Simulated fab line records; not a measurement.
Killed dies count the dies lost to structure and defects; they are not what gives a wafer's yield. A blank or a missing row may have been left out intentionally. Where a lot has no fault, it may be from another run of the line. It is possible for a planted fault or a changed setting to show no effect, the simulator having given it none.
Which tool was responsible? -- flow sky130 -- 12 lots, 36 wafers sampled, at 5 steps of a route of 708

## WHAT THE GAUGES READ, wafer by wafer
SKY_METAL2_OVL_MEAS_16.
lot,measured,on,METAL2_OVL (nm)
L737,day 36 01:11,overlay-02,-1 -8 3
L738,day 36 08:50,overlay-02,-4 9 2
L740,day 37 02:46,overlay-02,3 3 4
L741,day 37 12:02,overlay-02,2 -6 5
L743,day 37 22:09,overlay-01,-6 -3 -11
L746,day 38 20:31,overlay-02,12 0 -5
L748,day 39 15:08,overlay-02,-8 -12 -7
L749,day 39 17:43,overlay-01,-2 -9 -13
L750,day 40 06:10,overlay-01,-7 -5 -10
L751,day 40 08:43,overlay-02,-9 -10 -10
L753,day 40 16:59,overlay-02,-10 -17 -9
L760,day 42 22:34,overlay-01,9 2 6

SKY_VIA2_THK_MEAS_01.
lot,measured,on,VIA2_HDPCVD_THK (nm)
L737,day 36 02:08,film metro-02,1169 1170 1176
L738,day 36 09:47,film metro-01,1180 1169 1155
L740,day 37 03:44,film metro-04,1178 1179 1196
L741,day 37 13:02,film metro-04,1150 1175 1155
L743,day 37 23:08,film metro-02,1178 1186 1186
L746,day 38 21:27,film metro-01,1177 1188 1179
L748,day 39 16:06,film metro-02,1184 1171 1178
L749,day 39 18:41,film metro-02,1782 1781 1773
L750,day 40 07:13,film metro-01,1173 1177 1172
L751,day 40 09:42,film metro-02,1766 1764 1773
L753,day 40 18:16,film metro-01,1164 1169 1175
L760,day 42 23:30,film metro-04,1182 1185 1169

SKY_VIA2_OVL_MEAS_13.
lot,measured,on,VIA2_OVL (nm)
L737,day 37 05:11,overlay-01,9 4 2
L738,day 37 12:45,overlay-02,1 7 2
L740,day 38 06:14,overlay-01,13 5 6
L741,day 38 15:44,overlay-01,8 -2 -9
L743,day 39 01:35,overlay-01,13 -1 1
L746,day 39 23:38,overlay-01,-6 2 -8
L748,day 40 17:52,overlay-02,2 -2 6
L749,day 40 19:55,overlay-01,2 10 2
L750,day 41 08:12,overlay-02,-1 2 -3
L751,day 41 10:38,overlay-02,-6 7 1
L753,day 41 19:52,overlay-01,1 -4 0
L760,day 43 23:04,overlay-02,-13 -9 -6

## EACH LOT AND THE TOOL THAT RAN IT (in order: tool; ch and the chambers of the sampled wafers; start)
lot,SKY_VIA1_ETCH_14,SKY_VIA2_HDPCVD_00
L737,"rie diel-04 ch 0,1,3, day 34 20:52","hdpcvd-01 ch 1,2, day 36 01:59"
L738,"rie diel-04 ch 0,3, day 35 03:55","hdpcvd-02 ch 0,1,2, day 36 09:38"
L740,"rie diel-04 ch 0,1,2, day 35 22:11","hdpcvd-01 ch 1,2, day 37 03:36"
L741,"rie diel-03 ch 0,1,3, day 36 07:34","hdpcvd-01 ch 0,2, day 37 12:53"
L743,"rie diel-03 ch 0,3, day 36 18:34","hdpcvd-02 ch 0,1,2, day 37 23:02"
L746,"rie diel-03 ch 0,1,2, day 37 16:25","hdpcvd-02 ch 0,2, day 38 21:19"
L748,"rie diel-04 ch 2,3, day 38 12:44","hdpcvd-01 ch 0,1, day 39 15:58"
L749,"rie diel-03 ch 0,1,3, day 38 14:52","hdpcvd-01 ch 0,2, day 39 18:33"
L750,"rie diel-04 ch 1,2,3, day 39 03:43","hdpcvd-02 ch 1,2, day 40 07:01"
L751,"rie diel-03 ch 0,1, day 39 05:48","hdpcvd-01 ch 0,2, day 40 09:34"
L753,"rie diel-03 ch 1,3, day 39 15:07","hdpcvd-02 ch 0,1, day 40 18:08"
L760,"rie diel-04 ch 0,2,3, day 41 20:58","hdpcvd-02 ch 1,2, day 42 23:22"
- SKY_VIA1_ETCH_14: etches BARC in N2/H2, stops on SiO2, time 45.9 s, target depth 60 nm.
- SKY_VIA2_HDPCVD_00: deposits SiO2, target thk 1180 nm, time 196.7 s.

## AS READ BY THE TOOLS THEMSELVES (means over the sampled wafers that have a number; for cases with no such wafer, the mark the record gives instead)
SKY_VIA1_ETCH_14.
lot,tool,drypump motor current A (A),oes product au (a.u.),throttle valve pct (%)
L737,rie diel-04,5.9,0.857,13.220
L738,rie diel-04,5.5,0.857,13.230
L740,rie diel-04,5.8,0.853,13.228
L741,rie diel-03,5.9,0.856,13.230
L743,rie diel-03,5.7,0.860,13.221
L746,rie diel-03,6.1,0.858,13.218
L748,rie diel-04,5.8,0.853,13.222
L749,rie diel-03,5.8,0.855,13.225
L750,rie diel-04,6.0,0.859,13.230
L751,rie diel-03,6.1,0.853,13.227
L753,rie diel-03,6.0,0.858,13.214
L760,rie diel-04,5.7,0.850,13.228

SKY_VIA2_HDPCVD_00.
lot,tool,sih4 flow sccm (sccm)
L737,hdpcvd-01,60.03
L738,hdpcvd-02,60.15
L740,hdpcvd-01,60.19
L741,hdpcvd-01,59.91
L743,hdpcvd-02,60.05
L746,hdpcvd-02,59.95
L748,hdpcvd-01,60.00
L749,hdpcvd-01,90.04
L750,hdpcvd-02,60.08
L751,hdpcvd-01,89.99
L753,hdpcvd-02,60.11
L760,hdpcvd-02,60.13

## THE ANSWER, worked out from the rows above alone
Rule: the lots themselves supply what counts as usual. Put in order of their means at a reading, lots are off if they are a third of the lots or fewer, leave a main group of 4 or more, and stand apart from it by a gap of 3 or more times the standard deviation of the main group's means; of several such gaps the widest counts. The tables above print the reading to a certain number of digits; a main group whose means all agree to those digits is not used. Also off: a lot with no number at a reading for which 4 or more lots have one. All remaining lots with rows at the step are treated as sound. After the gauges, taken in route order, come the tools' own readings; for these a lot's mean is taken, as printed above. At the first step where some lot is off, the reading lying furthest off is the one used; lots without a number count as furthest.
Off: L749, L751, at SKY_VIA2_THK_MEAS_01 (VIA2_HDPCVD_THK). For the main group the mean is 1175 nm and the standard deviation 7.3.
If a tool, at a process step before that reading, ran all the lots that are off and no sound lot after the first of them, it fits. The gauges at SKY_VIA2_THK_MEAS_01 aren't tried: what is off there is off at SKY_VIA2_HDPCVD_00 too, on other tools, and a gauge's error can't cause that. One fits: hdpcvd-01 at SKY_VIA2_HDPCVD_00. Its last sound lot is L748 (day 39 15:58), its first lot that is off L749 (day 39 18:33): a fault that began between those two fits.
On the lots that are off, the tool's own readings at SKY_VIA2_HDPCVD_00 differ by more than 5 times the standard deviation of the sound lots' means, which bears it out; sih4 flow sccm reads 90.02 sccm there versus 60.06 sccm on the sound lots.

## WHAT THE SIMULATOR PUT IN
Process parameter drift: hdpcvd-01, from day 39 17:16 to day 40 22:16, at SKY_VIA2_HDPCVD_00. A move of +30 in setting sih4 flow sccm, from 60. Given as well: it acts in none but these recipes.
Shown lots that were struck: L749, L751. Same finding as the rule above.
